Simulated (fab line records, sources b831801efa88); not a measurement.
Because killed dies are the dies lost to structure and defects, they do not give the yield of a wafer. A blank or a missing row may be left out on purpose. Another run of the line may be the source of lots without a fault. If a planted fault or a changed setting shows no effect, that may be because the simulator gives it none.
fab line records	flow gf180mcu	part 1 of 2: steps 1 to 23 of 34
[record] lots = 5	wafers = 15	lastDay = 34
route steps=602 shown V2@393 M3@409
lots with no fault: from the same line, run without faults
startH: hours from the record's first day to the start of the lot's first wafer shown	waitH: hours from the lot's prior step to this one	" identical to the entry in the row above	L1.1+2: a single row standing in for several wafers	- either no value or no given start	* or withheld: withheld	< > ~ a bound
route shown NAME@n: names a module that has steps shown in the file, with the first one's number in the route	usual: mean/standard deviation of fault-free wafers	same: alike in all rows	chamber/n: place in a boat	sites: the reading at each site	_std_site: their standard deviation	_edge_site: the outer-site mean with the inner-site mean subtracted	radiusMm: how far each site lies from the wafer's centre	mask NAME#n: copy n	behind: the most recent tool/chamber to have shaped the wafer	hold: cause of the lot's hold/its duration in hours/its outcome	device: names the non-switching transistor (n, p or np)	end of line: the tests these same wafers got at the end of their route	a step given without rows: its recipe and nothing more	killed: count of dies lost to structure and defects at first sort (not the wafer's yield)	map: a wafer's dies, x killed, . not, _ none there
set.NAME: setting as actually run; set.NAME@STEP: the setting as run at that earlier step	model.NAME: the simulator's own value behind a step, which no gauge read
certain route steps with their lots: each step a table, each wafer a row
services: when a tool's chamber went out of use (startH, in hours from the record's first day, below 0 if earlier), for how many hours, and the reason
[[steps]]
[step GF_V2_EXPOSE_11]
[recipe] maskId = Via2	targetCdNm = 260	na = 0.68	sourceShape = conventional	sigmaOuter = 0.6	doseMj = 38
lot.wafer	tool	chamber	startH	waitH	mask
L076.3+4+6	krfScanner-01	0	-	-	Via2#0
L085.4+5+6	krfScanner-01	0	-	-	Via2#0
L089.1+3+4	krfScanner-01	0	-	-	Via2#0
L096.1+2+4	krfScanner-01	0	-	-	Via2#0
L097.1+3+6	krfScanner-01	0	-	-	Via2#0
[step GF_V2_PEB_12]
[recipe] pebTempC = 135	pebTimeS = 90	resist = KrF
lot.wafer	tool	chamber	startH	waitH
L076.3+4+6	lithoTrack-04	0	-	-
L085.4+5+6	lithoTrack-04	0	-	-
L089.1+3+4	lithoTrack-04	0	-	-
L096.1+2+4	lithoTrack-04	0	-	-
L097.1+3+6	lithoTrack-04	0	-	-
[step GF_V2_DEVELOP_13]
[recipe] developTimeS = 60	resist = KrF	devTempC = 21
lot.wafer	tool	chamber	startH	waitH
L076.3+4+6	lithoTrack-04	0	483.34	0.1
L085.4+5+6	lithoTrack-04	0	567.31	0.1
L089.1+3+4	lithoTrack-04	0	592.04	0.2
L096.1+2+4	lithoTrack-04	0	638.59	0.2
L097.1+3+6	lithoTrack-04	0	647.54	0.2
[step GF_V2_CD_MEAS_14]
[recipe] targetCdNm = 260
[usual] cdNm = 260.4/1.3
lot.wafer	tool	chamber	startH	waitH	cdNm
L076.3	cdSem-01	-	483.48	0.1	260.2
L076.4	"	-	"	"	259.9
L076.6	"	-	"	"	259.5
L085.4	cdSem-01	-	567.45	0.1	261.0
L085.5	"	-	"	"	260.6
L085.6	"	-	"	"	260.1
L089.1	cdSem-02	-	592.19	0.1	259.5
L089.3	"	-	"	"	261.4
L089.4	"	-	"	"	259.8
L096.1	cdSem-01	-	638.74	0.1	261.6
L096.2	"	-	"	"	260.7
L096.4	"	-	"	"	261.2
L097.1	cdSem-02	-	647.69	0.1	263.0
L097.3	"	-	"	"	261.4
L097.6	"	-	"	"	263.1
[step GF_V2_OVL_MEAS_15]
[usual] V2_OVL = -2/5.9
lot.wafer	tool	chamber	startH	waitH	V2_OVL[nm]
L076.3	overlay-01	-	483.57	0.1	0
L076.4	"	-	"	"	-4
L076.6	"	-	"	"	-5
L085.4	overlay-01	-	567.52	0.1	1
L085.5	"	-	"	"	5
L085.6	"	-	"	"	10
L089.1	overlay-02	-	592.31	0.1	2
L089.3	"	-	"	"	-2
L089.4	"	-	"	"	-3
L096.1	overlay-02	-	638.86	0.1	11
L096.2	"	-	"	"	-4
L096.4	"	-	"	"	6
L097.1	overlay-01	-	647.81	0.1	-12
L097.3	"	-	"	"	-12
L097.6	"	-	"	"	-10
[step GF_V2_ETCH_16]
[recipe] chemistry = N2/H2	targetDepthA = withheld	overetchA = withheld	timeS = withheld	target = BARC	ionEnergyEv = 200	sourceW = 500	biasW = 100	pressureMtorr = 30	n2FlowSccm = 100	h2FlowSccm = 200
[usual] drypumpMotorCurrentA = 5.60/0.28	oesProductAu = 0.853/0.0051	throttleValvePct = 13.225/0.0083
lot.wafer	tool	chamber	startH	waitH	drypumpMotorCurrentA	oesProductAu	throttleValvePct
L076.3	rieDiel-01	3	483.59	0.0	6.13	0.851	13.220
L076.4	"	0	"	"	4.99	0.857	13.226
L076.6	"	1	"	"	5.68	0.855	13.224
L085.4	rieDiel-04	1	567.54	0.0	5.48	0.859	13.237
L085.5	"	0	"	"	5.27	0.859	13.219
L085.6	"	3	"	"	5.53	0.856	13.214
L089.1	rieDiel-01	0	592.34	0.0	5.00	0.851	13.216
L089.3	"	1	"	"	5.66	0.855	13.212
L089.4	"	2	"	"	5.51	0.849	13.217
L096.1	rieDiel-04	2	638.89	0.0	5.62	0.856	13.237
L096.2	"	1	"	"	5.48	0.844	13.233
L096.4	"	3	"	"	5.56	0.864	13.231
L097.1	rieDiel-01	2	647.84	0.0	5.50	0.856	13.236
L097.3	"	3	"	"	6.11	0.856	13.229
L097.6	"	3	"	"	6.11	0.859	13.227
[step GF_V2_ETCH_17]
[recipe] chemistry = C4F8/O2/Ar	maskMaterial = KrF	target = SiO2	stopOn = TiN	sourceW = 1500	biasW = 1200	pressureMtorr = 40	c4f8FlowSccm = withheld	O2_flow_sccm = 6	Ar_flow_sccm = 300	timeS = withheld	targetDepthA = 6300
[usual] oesProductAu = 0.856/0.0042
lot.wafer	tool	chamber	startH	waitH	oesProductAu
L076.3	rieDiel-01	3	-	-	0.858
L076.4	"	0	"	"	0.854
L076.6	"	1	"	"	0.854
L085.4	rieDiel-04	1	-	-	0.858
L085.5	"	0	"	"	0.853
L085.6	"	3	"	"	0.850
L089.1	rieDiel-01	0	-	-	0.847
L089.3	"	1	"	"	0.851
L089.4	"	2	"	"	0.857
L096.1	rieDiel-04	2	-	-	0.855
L096.2	"	1	"	"	0.855
L096.4	"	3	"	"	0.851
L097.1	rieDiel-01	2	-	-	0.863
L097.3	"	3	"	"	0.857
L097.6	"	3	"	"	0.856
[step GF_V2_STRIP_18]
[recipe] chemistry = O2/N2	powerW = 1400	pressureMtorr = 1500	platenTempC = 250	o2FlowSccm = 3000	n2FlowSccm = 300	overashFraction = 0.5
[usual] drypumpMotorCurrentA = 5.7/0.39	heaterPowerW = 324/24	o2FlowSccm = 2997/9.6	oesProductAu = 0.592/0.0048
lot.wafer	tool	chamber	startH	waitH	drypumpMotorCurrentA	heaterPowerW	o2FlowSccm	oesProductAu	rfHoursCounterH
L076.3	plasmaAsher-04	0	483.76	-	6.3	331	2988	0.593	-
L076.4	"	1	"	"	5.0	304	2983	0.595	-
L076.6	"	0	"	"	6.3	337	2991	0.598	-
L085.4	plasmaAsher-01	1	567.70	-	5.9	343	2996	0.591	-
L085.5	"	1	"	"	5.8	338	2996	0.599	-
L085.6	"	0	"	"	5.9	275	2991	0.601	-
L089.1	plasmaAsher-04	1	592.47	-	4.9	301	3008	0.606	51
L089.3	"	1	"	"	4.9	298	3015	0.596	-
L089.4	"	0	"	"	6.2	328	3004	0.585	-
L096.1	plasmaAsher-02	1	639.02	-	5.6	346	3012	0.590	83
L096.2	"	0	"	"	5.6	334	3007	0.595	83
L096.4	"	1	"	"	5.6	339	3008	0.592	-
L097.1	plasmaAsher-04	1	647.97	-	4.9	295	3001	0.590	57
L097.3	"	1	"	"	4.9	296	3007	0.599	-
L097.6	"	1	"	"	4.9	300	3005	0.593	-
[step GF_V2_STRIP_19]
[recipe] chemistry = postEtchResidueRemover	timeS = 1200	tempC = 72.5
[usual] tempC = 72.49/0.11
lot.wafer	tool	chamber	startH	waitH	tempC
L076.3	wetBench-01	0	483.82	0.0	72.49
L076.4	"	0	"	"	72.61
L076.6	"	0	"	"	72.37
L085.4	wetBench-04	3	567.77	0.0	72.57
L085.5	"	3	"	"	72.70
L085.6	"	3	"	"	72.41
L089.1	wetBench-04	0	592.57	0.1	72.61
L089.3	"	0	"	"	72.51
L089.4	"	0	"	"	72.49
L096.1	wetBench-04	0	639.12	0.1	72.42
L096.2	"	0	"	"	72.60
L096.4	"	0	"	"	72.37
L097.1	wetBench-04	3	648.07	0.1	72.20
L097.3	"	3	"	"	72.45
L097.6	"	3	"	"	72.41
[step GF_V2_CLEAN_20]
[recipe] chemistry = DIW	dry = n2Spin
lot.wafer	tool	chamber	startH	waitH
L076.3+4+6	wetBench-04	2	484.16	0.0
L085.4+5+6	wetBench-02	3	568.11	0.0
L089.1+3+4	wetBench-02	1	592.91	0.0
L096.1+2+4	wetBench-02	0	639.46	0.0
L097.1+3+6	wetBench-02	1	648.41	0.0
[step GF_V2_SPUTTER_21]
[recipe] material = Ti	targetThkNm = 15	chamberPressurePa = 5	powerW = 2500	substrateTempC = 200	timeS = 80.02
[usual] cathodeDcPowerW = 2500.0/0.44	chamberPressurePa = 5.000/0.0098	throttleValvePct = 30.2/0.99
lot.wafer	tool	chamber	startH	waitH	cathodeDcPowerW	chamberPressurePa	throttleValvePct
L076.3	pvdSputter-02	-	484.26	0.0	2500.6	4.986	31.6
L076.4	"	-	"	"	2499.5	4.981	31.5
L076.6	"	-	"	"	2500.2	4.996	31.3
L085.4	pvdSputter-02	-	568.20	0.0	2499.9	5.007	29.0
L085.5	"	-	"	"	2499.7	4.994	30.1
L085.6	"	-	"	"	2499.5	5.004	31.4
L089.1	pvdSputter-02	-	593.10	0.0	2499.8	4.991	31.4
L089.3	"	-	"	"	2500.4	4.988	31.3
L089.4	"	-	"	"	2499.4	4.993	30.1
L096.1	pvdSputter-03	-	639.65	0.0	2499.4	4.993	29.7
L096.2	"	-	"	"	2500.4	4.992	30.8
L096.4	"	-	"	"	2500.4	4.990	30.3
L097.1	pvdSputter-02	-	648.61	0.0	2499.8	5.014	31.3
L097.3	"	-	"	"	2500.0	4.988	30.2
L097.6	"	-	"	"	2499.8	5.013	29.0
[step GF_V2_SPUTTER_22]
[recipe] material = TiN	targetThkNm = 10	chamberPressurePa = 5	powerW = 4000	timeS = 40
[usual] cathodeDcPowerW = 4000.0/0.63	chamberPressurePa = 5.002/0.0096	throttleValvePct = 30.2/0.97
lot.wafer	tool	chamber	startH	waitH	cathodeDcPowerW	chamberPressurePa	throttleValvePct
L076.3	pvdSputter-02	-	484.32	0.0	4000.0	4.999	31.7
L076.4	"	-	"	"	4000.1	4.997	31.1
L076.6	"	-	"	"	3999.1	5.003	31.0
L085.4	pvdSputter-02	-	568.27	0.0	3999.9	4.995	28.9
L085.5	"	-	"	"	4000.4	5.016	30.1
L085.6	"	-	"	"	4000.3	5.010	31.9
L089.1	pvdSputter-02	-	593.16	0.0	4000.1	4.994	31.5
L089.3	"	-	"	"	4000.6	4.996	31.4
L089.4	"	-	"	"	4000.1	5.009	30.1
L096.1	pvdSputter-03	-	639.71	0.0	4001.4	5.025	29.8
L096.2	"	-	"	"	4000.3	5.011	30.6
L096.4	"	-	"	"	4000.6	5.000	30.2
L097.1	pvdSputter-02	-	648.67	0.0	3999.4	5.000	31.4
L097.3	"	-	"	"	3999.9	5.013	30.1
L097.6	"	-	"	"	4000.0	5.014	28.7
[step GF_V2_CVD_23]
[recipe] material = W	targetThkNm = 350	timeS = 104.94	tempC = 400	pressureTorr = 40
[usual] chamberPressureTorr = 40.00/0.085	heaterPowerW = 905/76
lot.wafer	tool	chamber	startH	waitH	chamberPressureTorr	heaterPowerW
L076.3	cvdW-02	1	484.39	0.1	39.99	1016
L076.4	"	0	"	"	40.09	884
L076.6	"	1	"	"	40.01	1001
L085.4	cvdW-02	0	568.35	0.1	40.06	870
L085.5	"	1	"	"	40.09	995
L085.6	"	0	"	"	40.01	887
L089.1	cvdW-01	0	593.20	0.0	39.88	854
L089.3	"	1	"	"	39.98	818
L089.4	"	0	"	"	39.87	850
L096.1	cvdW-02	0	639.75	0.0	40.05	900
L096.2	"	1	"	"	39.92	1041
L096.4	"	1	"	"	39.96	994
L097.1	cvdW-02	0	648.71	0.0	40.06	882
L097.3	"	0	"	"	40.20	871
L097.6	"	0	"	"	40.05	872
[step GF_V2_RS_MEAS_24]
[recipe] thkMeasGauge = four-point-probe	reads = W_of_V2_CVD_23+TiN_of_V2_SPUTTER_22+Ti_of_V2_SPUTTER_21
[usual] V2_W_RS = 0.328/0.0037
lot.wafer	tool	chamber	startH	waitH	V2_W_RS[ohm/sq]
L076.3	filmMetro-02	-	484.51	0.1	0.325
L076.4	"	-	"	"	0.334
L076.6	"	-	"	"	0.325
L085.4	filmMetro-04	-	568.49	0.1	0.330
L085.5	"	-	"	"	0.324
L085.6	"	-	"	"	0.332
L089.1	filmMetro-03	-	593.31	0.1	0.323
L089.3	"	-	"	"	0.326
L089.4	"	-	"	"	0.328
L096.1	filmMetro-03	-	639.86	0.1	0.332
L096.2	"	-	"	"	0.328
L096.4	"	-	"	"	0.324
L097.1	filmMetro-04	-	648.82	0.1	0.332
L097.3	"	-	"	"	0.333
L097.6	"	-	"	"	0.330
[step GF_V2_THK_MEAS_25]
[recipe] thkMeasGauge = xrf	reads = W_of_V2_CVD_23
[usual] V2_W_THK = 338/4.5
lot.wafer	tool	chamber	startH	waitH	V2_W_THK[nm]
L076.3	filmMetro-02	-	484.61	0.1	342
L076.4	"	-	"	"	333
L076.6	"	-	"	"	343
L085.4	filmMetro-04	-	568.58	0.1	332
L085.5	"	-	"	"	342
L085.6	"	-	"	"	334
L089.1	filmMetro-03	-	593.43	0.1	343
L089.3	"	-	"	"	338
L089.4	"	-	"	"	337
L096.1	filmMetro-03	-	639.98	0.1	333
L096.2	"	-	"	"	337
L096.4	"	-	"	"	341
L097.1	filmMetro-04	-	648.94	0.1	334
L097.3	"	-	"	"	331
L097.6	"	-	"	"	335
[step GF_V2_CMP_26]
[recipe] stopOn = SiO2	downForcePsi = 3.5	platenRpm = 60	tOverpolishS = 15	targetThkNm = 0	padVelocityMS = 0.94248
[usual] motorCurrentA = 11.0/1.1	overpolishRunS = 15.001/0.009	timeToEndpointS = 85/3.9
lot.wafer	tool	chamber	startH	waitH	motorCurrentA	overpolishRunS	timeToEndpointS
L076.4	cmp-02	3	484.75	0.1	12.3	14.986	87
L076.3	"	0	"	"	11.0	14.989	95
L076.6	"	2	"	"	9.4	15.008	89
L085.4	cmp-02	3	568.71	0.1	12.4	15.007	84
L085.6	"	1	"	"	11.3	15.002	81
L085.5	"	2	"	"	10.0	15.005	81
L089.3	cmp-02	0	593.49	0.0	11.7	15.000	91
L089.1	"	1	"	"	10.9	14.988	82
L089.4	"	2	"	"	10.0	15.017	82
L096.1	cmp-01	3	640.66	0.7	11.8	14.998	85
L096.2	"	0	"	"	10.4	15.008	83
L096.4	"	2	"	"	9.6	15.011	85
L097.1	cmp-02	0	649.00	0.1	11.1	15.006	92
L097.3	"	1	"	"	10.7	14.992	82
L097.6	"	1	"	"	10.3	14.989	85
[step GF_M3_SPUTTER_00]
[recipe] material = Ti	targetThkNm = 37.5	arrivingIonEnergyEv = 80	substrateTempC = 200	chamberPressurePa = 2	powerW = 4000	timeS = 150
[usual] cathodeDcPowerW = 4000.0/0.69	chamberPressurePa = 2.000/0.004	throttleValvePct = 30.0/1.2
lot.wafer	tool	chamber	startH	waitH	cathodeDcPowerW	chamberPressurePa	throttleValvePct
L076.3	pvdSputter-01	-	484.95	0.1	4000.1	1.995	30.7
L076.4	"	-	"	"	4000.0	1.998	30.0
L076.6	"	-	"	"	4001.2	1.999	29.8
L085.4	pvdSputter-01	-	568.91	0.1	3998.9	2.003	30.7
L085.5	"	-	"	"	4000.5	1.998	29.8
L085.6	"	-	"	"	3999.8	2.004	30.2
L089.1	pvdSputter-01	-	593.79	0.2	4000.6	2.000	27.5
L089.3	"	-	"	"	3999.9	1.992	30.7
L089.4	"	-	"	"	4000.0	2.003	27.6
L096.1	pvdSputter-04	-	640.96	0.2	3999.0	1.992	30.0
L096.2	"	-	"	"	3998.9	1.999	30.5
L096.4	"	-	"	"	4000.0	2.002	30.3
L097.1	pvdSputter-01	-	649.30	0.2	4001.0	2.004	29.4
L097.3	"	-	"	"	3999.1	1.998	30.7
L097.6	"	-	"	"	3999.6	2.002	30.2
[step GF_M3_SPUTTER_01]
[recipe] material = TiN	targetThkNm = 30	powerW = 6500	timeS = 25	chamberPressurePa = 0.4
[usual] cathodeDcPowerW = 6500.1/1.3	chamberPressurePa = 0.4001/0.00076	throttleValvePct = 30.1/1.2
lot.wafer	tool	chamber	startH	waitH	cathodeDcPowerW	chamberPressurePa	throttleValvePct
L076.3	pvdSputter-01	-	485.06	0.1	6498.5	0.4009	30.8
L076.4	"	-	"	"	6498.9	0.4004	29.8
L076.6	"	-	"	"	6501.1	0.4000	29.7
L085.4	pvdSputter-01	-	569.01	0.1	6500.7	0.3987	30.9
L085.5	"	-	"	"	6499.9	0.4001	30.0
L085.6	"	-	"	"	6499.4	0.3999	30.4
L089.1	pvdSputter-01	-	593.89	0.1	6501.4	0.4000	27.7
L089.3	"	-	"	"	6500.5	0.4007	30.9
L089.4	"	-	"	"	6498.1	0.3998	27.8
L096.1	pvdSputter-04	-	641.06	0.1	6502.2	0.4006	30.2
L096.2	"	-	"	"	6500.7	0.4014	30.6
L096.4	"	-	"	"	6501.8	0.3994	30.5
L097.1	pvdSputter-01	-	649.40	0.1	6501.4	0.3998	29.8
L097.3	"	-	"	"	6501.3	0.4015	30.8
L097.6	"	-	"	"	6502.0	0.3985	30.0
[step GF_M3_SPUTTER_02]
[recipe] material = AlCu	targetThkNm = 450	powerW = 10600	timeS = 23.9	chamberPressurePa = 0.4
[usual] cathodeDcPowerW = 10600/2	chamberPressurePa = 0.4000/0.00076	throttleValvePct = 30.0/1.2
lot.wafer	tool	chamber	startH	waitH	cathodeDcPowerW	chamberPressurePa	throttleValvePct
L076.3	pvdSputter-01	-	485.09	0.0	10600	0.4001	31.0
L076.4	"	-	"	"	10600	0.4000	29.7
L076.6	"	-	"	"	10597	0.4009	29.8
L085.4	pvdSputter-01	-	569.04	0.0	10601	0.3991	30.7
L085.5	"	-	"	"	10600	0.4002	29.8
L085.6	"	-	"	"	10600	0.4002	30.3
L089.1	pvdSputter-01	-	593.92	0.0	10600	0.4001	27.3
L089.3	"	-	"	"	10598	0.4001	30.9
L089.4	"	-	"	"	10601	0.4016	27.7
L096.1	pvdSputter-04	-	641.09	0.0	10600	0.3997	30.1
L096.2	"	-	"	"	10600	0.4005	30.6
L096.4	"	-	"	"	10598	0.4005	30.6
L097.1	pvdSputter-01	-	649.43	0.0	10600	0.3990	30.0
L097.3	"	-	"	"	10602	0.4016	30.7
L097.6	"	-	"	"	10601	0.3994	30.1
[step GF_M3_SPUTTER_03]
[recipe] material = Ti	targetThkNm = 10	substrateTempC = 300	chamberPressurePa = 0.3	powerW = 3000	timeS = 6.7
[usual] cathodeDcPowerW = 3000.1/0.51	chamberPressurePa = 0.3000/0.00082	throttleValvePct = 30.0/1.2
lot.wafer	tool	chamber	startH	waitH	cathodeDcPowerW	chamberPressurePa	throttleValvePct
L076.3	pvdSputter-01	-	485.12	0.0	3000.4	0.3000	30.8
L076.4	"	-	"	"	3000.7	0.2999	29.7
L076.6	"	-	"	"	3000.2	0.2998	29.9
L085.4	pvdSputter-01	-	569.07	0.0	2999.7	0.2996	31.2
L085.5	"	-	"	"	2999.9	0.3004	30.0
L085.6	"	-	"	"	3000.6	0.3002	30.1
L089.1	pvdSputter-01	-	593.95	0.0	3000.2	0.3005	27.8
L089.3	"	-	"	"	2999.2	0.3003	30.9
L089.4	"	-	"	"	2999.4	0.3003	27.7
L096.1	pvdSputter-04	-	641.12	0.0	2999.3	0.3002	30.3
L096.2	"	-	"	"	2999.3	0.3007	30.4
L096.4	"	-	"	"	3000.6	0.3000	30.3
L097.1	pvdSputter-01	-	649.46	0.0	2998.8	0.3000	29.9
L097.3	"	-	"	"	2999.9	0.3014	30.8
L097.6	"	-	"	"	3000.4	0.3000	30.2
[step GF_M3_SPUTTER_04]
[recipe] material = TiN	targetThkNm = 50	powerW = 6500	timeS = 41.7	chamberPressurePa = 0.4
[usual] cathodeDcPowerW = 6500.0/1.1	chamberPressurePa = 0.4000/0.0008	throttleValvePct = 30.0/1.2
lot.wafer	tool	chamber	startH	waitH	cathodeDcPowerW	chamberPressurePa	throttleValvePct
L076.3	pvdSputter-01	-	485.14	0.0	6501.5	0.3997	30.9
L076.4	"	-	"	"	6499.8	0.4003	29.7
L076.6	"	-	"	"	6500.6	0.4000	29.6
L085.4	pvdSputter-01	-	569.09	0.0	6502.6	0.3994	30.7
L085.5	"	-	"	"	6499.6	0.4001	29.9
L085.6	"	-	"	"	6500.1	0.4007	30.0
L089.1	pvdSputter-01	-	593.97	0.0	6497.8	0.3988	27.3
L089.3	"	-	"	"	6501.2	0.3994	30.8
L089.4	"	-	"	"	6498.6	0.3985	27.6
L096.1	pvdSputter-04	-	641.15	0.0	6501.6	0.4000	29.7
L096.2	"	-	"	"	6499.6	0.4008	30.4
L096.4	"	-	"	"	6499.7	0.3995	30.6
L097.1	pvdSputter-01	-	649.49	0.0	6499.4	0.4001	29.7
L097.3	"	-	"	"	6500.7	0.3997	31.1
L097.6	"	-	"	"	6499.3	0.4014	30.0
[step GF_M3_RS_MEAS_05]
[recipe] thkMeasGauge = four-point-probe	reads = TiN_of_M3_SPUTTER_04+Ti_of_M3_SPUTTER_03+AlCu_of_M3_SPUTTER_02+TiN_of_M3_SPUTTER_01+Ti_of_M3_SPUTTER_00
[usual] M3_ALCU_RS = 0.0692/0.00065
lot.wafer	tool	chamber	startH	waitH	M3_ALCU_RS[ohm/sq]
L076.3	filmMetro-01	-	485.23	0.1	0.0682
L076.4	"	-	"	"	0.0692
L076.6	"	-	"	"	0.0688
L085.4	filmMetro-02	-	569.19	0.1	0.0683
L085.5	"	-	"	"	0.0693
L085.6	"	-	"	"	0.0696
L089.1	filmMetro-01	-	594.01	0.0	0.0695
L089.3	"	-	"	"	0.0690
L089.4	"	-	"	"	0.0693
L096.1	filmMetro-02	-	641.22	0.1	0.0704
L096.2	"	-	"	"	0.0690
L096.4	"	-	"	"	0.0693
L097.1	filmMetro-01	-	649.53	0.0	0.0688
L097.3	"	-	"	"	0.0692
L097.6	"	-	"	"	0.0693
[step GF_M3_THK_MEAS_06]
[recipe] thkMeasGauge = xrf	reads = AlCu_of_M3_SPUTTER_02
[usual] M3_ALCU_THK = 455/4.6
lot.wafer	tool	chamber	startH	waitH	M3_ALCU_THK[nm]
L076.3	filmMetro-01	-	485.33	0.1	464
L076.4	"	-	"	"	457
L076.6	"	-	"	"	458
L085.4	filmMetro-02	-	569.28	0.1	459
L085.5	"	-	"	"	454
L085.6	"	-	"	"	449
L089.1	filmMetro-01	-	594.13	0.1	454
L089.3	"	-	"	"	458
L089.4	"	-	"	"	458
L096.1	filmMetro-02	-	641.34	0.1	445
L096.2	"	-	"	"	453
L096.4	"	-	"	"	450
L097.1	filmMetro-01	-	649.65	0.1	461
L097.3	"	-	"	"	460
L097.6	"	-	"	"	458
